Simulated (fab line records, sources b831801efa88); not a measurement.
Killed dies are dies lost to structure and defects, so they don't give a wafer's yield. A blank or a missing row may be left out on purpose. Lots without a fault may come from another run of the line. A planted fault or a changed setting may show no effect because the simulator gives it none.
Chamber matching | flow sky130 | SKY_PASSIVATION_CVD_00 on pecvd-01: 3 sister chambers
The step deposits SiO2, target thk 90 nm. 3 wafers are shown with their chamber, then 11 later ones without.

WAFERS WITH THEIR CHAMBER
wafer  | chamber | heater_power_w (W)
L080.2 | 0       | 720
L080.6 | 1       | 696
L082.2 | 2       | 584

WAFERS WITHOUT THEIR CHAMBER
wafer  | heater_power_w (W)
L082.3 | 640
L082.6 | 653
L086.1 | 585
L086.2 | 742
L086.6 | 775
L093.2 | 660
L093.3 | 616
L093.4 | 587
L096.3 | 683
L096.4 | 667
L096.5 | 556

WHICH CHAMBER EACH WENT THROUGH
wafer  | from the rows above          | in truth
L082.3 | can't be placed: 1 or 2 or 0 | 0
L082.6 | can't be placed: 1 or 0 or 2 | 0
L086.1 | 2                            | 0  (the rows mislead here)
L086.2 | can't be placed: 0 or 1      | 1
L086.6 | can't be placed: 0 or 1      | 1
L093.2 | can't be placed: 1 or 0 or 2 | 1
L093.3 | can't be placed: 2 or 1      | 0
L093.4 | 2                            | 2
L096.3 | can't be placed: 1 or 0      | 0
L096.4 | can't be placed: 1 or 0 or 2 | 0
L096.5 | 2                            | 2
Placed correctly: 2 of 11. Can't be placed from these rows: 8 (the true chamber is among the candidates in 7). Placed wrongly: 1.
How it was worked out, from the rows above alone: a wafer's distance from a chamber is the root of the sum, over the readings, of the square of ((its reading less the chamber's mean) divided by the reading's scatter). The wafer belongs to the nearest chamber; if the next one is less than 2 further off, it can't be placed. A chamber's mean is the mean of its shown wafers. The scatter: with one shown wafer a chamber, the root of the mean of the squares of how far each hidden wafer lies from its nearest shown one.
